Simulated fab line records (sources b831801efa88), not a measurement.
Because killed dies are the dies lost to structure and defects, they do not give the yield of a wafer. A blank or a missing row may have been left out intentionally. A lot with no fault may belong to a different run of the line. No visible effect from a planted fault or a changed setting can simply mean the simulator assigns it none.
Problem report in the 8D (eight disciplines) form, filled by code ; flow gf180mcu ; the parts of the form that need people (team, actions taken, sign-off) are left out

== 1. WHAT WENT WRONG ==
Wafers without a fault read 56.60 W, standard deviation 0.041; heater-power-total-W at GF_PSD_SOFTBAKE_03 reads a mean of 61.95 W on 6 wafers belonging to 2 lots. That is +99 or more standard deviations from the usual mean.
The step: time 60 s.
First seen on wafer L408.1, day 19 20:28, on litho-track-04. Wafers with a number at this step in the record: 18, from 6 lots. By rule, "out" or "out of limits" means more than 4 standard deviations away from the usual mean. Any other wafer with a number is counted as sound.

== 2. WHAT THIS IS AND IS NOT ==
question;is;is not
which readings at this step;heater-power-total-W, run-length-s;-
which lots;L408, L409;L394, L395, L402, L414
which wafers of those lots;all that have a number;-
read on which tools;litho-track-04;litho-track-02, litho-track-03
when;from day 19 20:28;"up to then (9 sound wafers); but 3 sound wafers of L414 came after"

== 3. SUSPECTS, AND WHAT RULES EACH OUT ==
Counting: a tool at a process step up to the reading stays a suspect if it ran every lot that is out and no sound lot after the first of them.
- litho-track-04 at GF_PSD_SOFTBAKE_03 (time 60 s): kept. It ran every lot that is out, first L408 (day 19 20:28), and no sound lot after that; its last sound lot up to then is L395 (day 14 19:43). Out on those wafers are its own readings of heater-power-total-W, run-length-s.
The count leaves litho-track-04 at GF_PSD_SOFTBAKE_03.

== 4. THE CAUSE (what the simulator had put in) ==
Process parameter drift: litho-track-04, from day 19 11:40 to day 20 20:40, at GF_PSD_SOFTBAKE_03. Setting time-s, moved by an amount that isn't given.
The count eliminated every tool but this one.

== 5. THE CHAIN OF EFFECTS, in route order ==
One row per reading whose mean, taken over the struck wafers that have a number, lies over 3 standard deviations from the usual. Only readings for which the record gives a usual standard deviation are gone through. hours: the time from each lot's start at the first step in this table that gives one to its start at this step, as a median over the lots. sigmas: the change in usual standard deviations.
hours;step;reading;usual;on struck wafers;change;sigmas
0;GF_PSD_SOFTBAKE_03;heater-power-total-W;56.60 W;61.95;+5.35;+99 or more
0;GF_PSD_SOFTBAKE_03;run-length-s;88.95 s;75.13;-13.82;-53
The process steps in it:
- GF_PSD_SOFTBAKE_03: time 60 s.
Later measuring or inspecting steps at which every struck wafer that the step has a row for has a number for every such reading, and none has moved that far: GF_PSD_CD_MEAS_07.

== 6. WHAT WOULD HAVE CAUGHT IT SOONER ==
First out-of-limits reading in this record: day 19 20:28, which is 9 hours after fault onset at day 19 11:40.
